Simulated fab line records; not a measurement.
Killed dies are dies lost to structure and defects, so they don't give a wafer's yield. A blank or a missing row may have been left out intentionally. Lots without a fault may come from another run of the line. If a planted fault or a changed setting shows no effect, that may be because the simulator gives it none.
Which tool is to blame?    flow sky130    11 lots, 33 wafers sampled, at 6 steps of a route of 708

WHAT EACH GAUGE READ, for each wafer
SKY_NWELL_TW_MEAS_15.
lot   measured      on            NWELL_TW
L189  day 4 16:05   filmMetro-01  1811 1814 1819
L192  day 5 11:04   filmMetro-02  1808 1800 1803
L194  day 5 20:49   filmMetro-02  1803 1793 1801
L195  day 5 23:49   filmMetro-04  1808 1816 1807
L196  day 6 10:34   filmMetro-01  1794 1787 1803
L197  day 6 12:59   filmMetro-02  1794 1794 1784
L198  day 6 17:37   filmMetro-01  1787 1792 1787
L201  day 7 14:10   filmMetro-01  1802 1794 1787
L210  day 9 17:28   filmMetro-01  1799 1791 1795
L211  day 10 01:22  filmMetro-02  1797 1790 1789
L212  day 10 09:17  filmMetro-02  1798 1799 1798

SKY_SONOS_TUNNEL_OVL_MEAS_08.
lot   measured      on          SONOS_TUNNEL_OVL (nm)
L189  day 11 13:56  overlay-01  -3.2 -2.4 -1.0
L192  day 12 16:08  overlay-01  -0.5 -0.8 -1.8
L194  day 13 05:41  overlay-01  -0.2 -0.5 0.8
L195  day 13 08:57  overlay-02  -0.9 -1.2 1.9
L196  day 14 00:20  overlay-02  -0.7 0.8 0.0
L197  day 14 08:17  overlay-02  0.5 0.7 -1.2
L198  day 14 08:43  overlay-01  -2.4 0.6 0.2
L201  day 15 12:20  overlay-01  -1.5 -2.4 -0.7
L210  day 18 07:43  overlay-01  0.7 2.3 -1.0
L211  day 18 18:59  overlay-01  -0.3 -0.8 0.0
L212  day 19 04:26  overlay-01  -2.8 -2.7 -3.9

SKY_POLY_GATE_THK_MEAS_01.
lot   measured      on            POLY_GATE_CVD_00_THK (nm)
L189  day 14 04:37  filmMetro-03  179.4 180.2 181.2
L192  day 15 13:34  filmMetro-02  181.2 181.4 183.1
L194  day 16 02:47  filmMetro-03  178.8 179.7 177.6
L195  day 16 02:49  filmMetro-04  179.8 179.6 178.5
L196  day 17 07:41  filmMetro-02  181.0 180.8 179.9
L197  day 17 15:23  filmMetro-04  180.0 178.7 178.9
L198  day 17 15:23  filmMetro-02  181.8 180.3 181.2
L201  day 18 22:00  filmMetro-03  134.1 133.5 132.1
L210  day 21 11:22  filmMetro-02  180.4 180.0 180.1
L211  day 21 23:59  filmMetro-04  178.8 180.9 180.2
L212  day 22 04:31  filmMetro-02  182.3 182.3 182.4

SKY_LDD_P_CD_MEAS_07: target cd 380 nm.
lot   measured      on        cdNm (nm)
L189  day 19 07:52  cdSem-01  378.7 378.5 377.1
L192  day 20 21:26  cdSem-02  379.0 378.3 380.4
L194  day 21 05:20  cdSem-02  378.8 380.5 380.7
L195  day 21 07:13  cdSem-02  382.0 378.5 379.7
L196  day 22 15:59  cdSem-02  379.7 380.2 380.1
L197  day 23 02:01  cdSem-02  379.4 382.6 380.6
L198  day 23 01:53  cdSem-01  377.7 375.6 376.7
L201  day 24 06:02  cdSem-02  382.2 380.5 379.3
L210  day 26 17:29  cdSem-02  377.5 380.3 376.0
L211  day 27 05:17  cdSem-01  380.8 380.5 380.5
L212  day 27 09:02  cdSem-02  377.9 380.1 376.8

WHAT TOOL EACH LOT RAN ON (gives the tool, then ch and the chambers of the sampled wafers, and finally the start)
lot   SKY_POLY_GATE_CVD_00         SKY_POLY_GATE_ETCH_17
L189  lpcvd-01 ch 0, day 14 03:25  rieSi-01 ch 1,2,3, day 16 13:42
L192  lpcvd-01 ch 1, day 15 12:22  rieSi-02 ch 0,1,3, day 17 23:15
L194  lpcvd-01 ch 1, day 16 00:59  rieSi-01 ch 0,3, day 18 11:29
L195  lpcvd-01 ch 0, day 16 00:59  rieSi-01 ch 0,1, day 18 14:14
L196  lpcvd-01 ch 1, day 17 06:28  rieSi-01 ch 1,2, day 19 23:03
L197  lpcvd-01 ch 0, day 17 14:11  rieSi-01 ch 0,1,2, day 20 08:06
L198  lpcvd-01 ch 0, day 17 14:11  rieSi-02 ch 1,2, day 20 07:53
L201  lpcvd-01 ch 0, day 18 20:48  rieSi-01 ch 1,2, day 21 14:18
L210  lpcvd-01 ch 1, day 21 10:10  rieSi-02 ch 0,2,3, day 24 02:48
L211  lpcvd-01 ch 0, day 21 22:46  rieSi-01 ch 0,3, day 24 15:26
L212  lpcvd-01 ch 1, day 22 03:19  rieSi-02 ch 0,1, day 24 19:26
- SKY_POLY_GATE_CVD_00: deposits poly-Si, target thk 180 nm, time 720 s.
- SKY_POLY_GATE_ETCH_17: etches poly-Si in HBr/Cl2, stops on SiO2, target depth 180 nm, time 70.5 s.

WHAT THE TOOLS THEMSELVES READ (means of the sampled wafers that have a number; where no wafer has one, the mark that the record gives instead)
SKY_POLY_GATE_CVD_00.
lot   tool      susceptorTempC (C)  zonePowerCentrePct (%)  zonePowerUpperPct (%)
L189  lpcvd-01  619.69              10.29                   8.3
L192  lpcvd-01  619.84              10.63                   8.9
L194  lpcvd-01  620.02              10.61                   8.9
L195  lpcvd-01  620.13              10.27                   8.3
L196  lpcvd-01  620.09              10.78                   8.9
L197  lpcvd-01  619.95              10.30                   8.3
L198  lpcvd-01  620.15              10.25                   8.3
L201  lpcvd-01  620.13              10.27                   8.2
L210  lpcvd-01  619.94              10.66                   8.9
L211  lpcvd-01  619.96              10.28                   8.3
L212  lpcvd-01  620.11              10.55                   8.8

SKY_POLY_GATE_ETCH_17.
lot   tool      drypumpMotorCurrentA (A)  oesProductAu (a.u.)  throttleValvePct (%)
L189  rieSi-01  5.9                       0.991                33.686
L192  rieSi-02  5.4                       0.995                33.692
L194  rieSi-01  5.8                       0.981                33.683
L195  rieSi-01  5.9                       0.989                33.682
L196  rieSi-01  5.7                       0.992                33.681
L197  rieSi-01  5.8                       0.989                33.691
L198  rieSi-02  5.1                       0.993                33.694
L201  rieSi-01  5.9                       0.805                33.675
L210  rieSi-02  5.6                       0.990                33.689
L211  rieSi-01  5.8                       0.986                33.680
L212  rieSi-02  4.9                       0.999                33.681

THE ANSWER, worked out from the rows above alone
Rule: the lots themselves supply what counts as usual. The widest of any qualifying gaps counts: lots, ordered by their means at a reading, are off when they make up no more than a third of the lots, leave a main group of 4 or more, and stand apart from it by 3 or more times the standard deviation of that group's means. The tables above print the reading to a certain number of digits; a main group whose means all agree to those digits is not used. A lot without any number at a reading at which 4 lots or more have one is off too. Where the step has rows for the other lots, those lots are counted as sound. First the gauges in route order, then the tools' own readings, where a lot's mean is used as printed above. At the first step where some lot is off, the reading lying furthest off is the one used; lots without a number count as furthest.
Off: L201, seen at SKY_POLY_GATE_THK_MEAS_01 (POLY_GATE_CVD_00_THK). Mean 180.3 nm and standard deviation 1.1 in the main group.
If a tool, at a process step before that reading, ran all the lots that are off and no sound lot after the first of them, it fits. The gauges at SKY_POLY_GATE_THK_MEAS_01 aren't tried: what is off there is off at SKY_POLY_GATE_ETCH_17 too, on other tools, and a gauge's error can't cause that. Of those tried, none fits.

WHAT WAS PUT IN BY THE SIMULATOR
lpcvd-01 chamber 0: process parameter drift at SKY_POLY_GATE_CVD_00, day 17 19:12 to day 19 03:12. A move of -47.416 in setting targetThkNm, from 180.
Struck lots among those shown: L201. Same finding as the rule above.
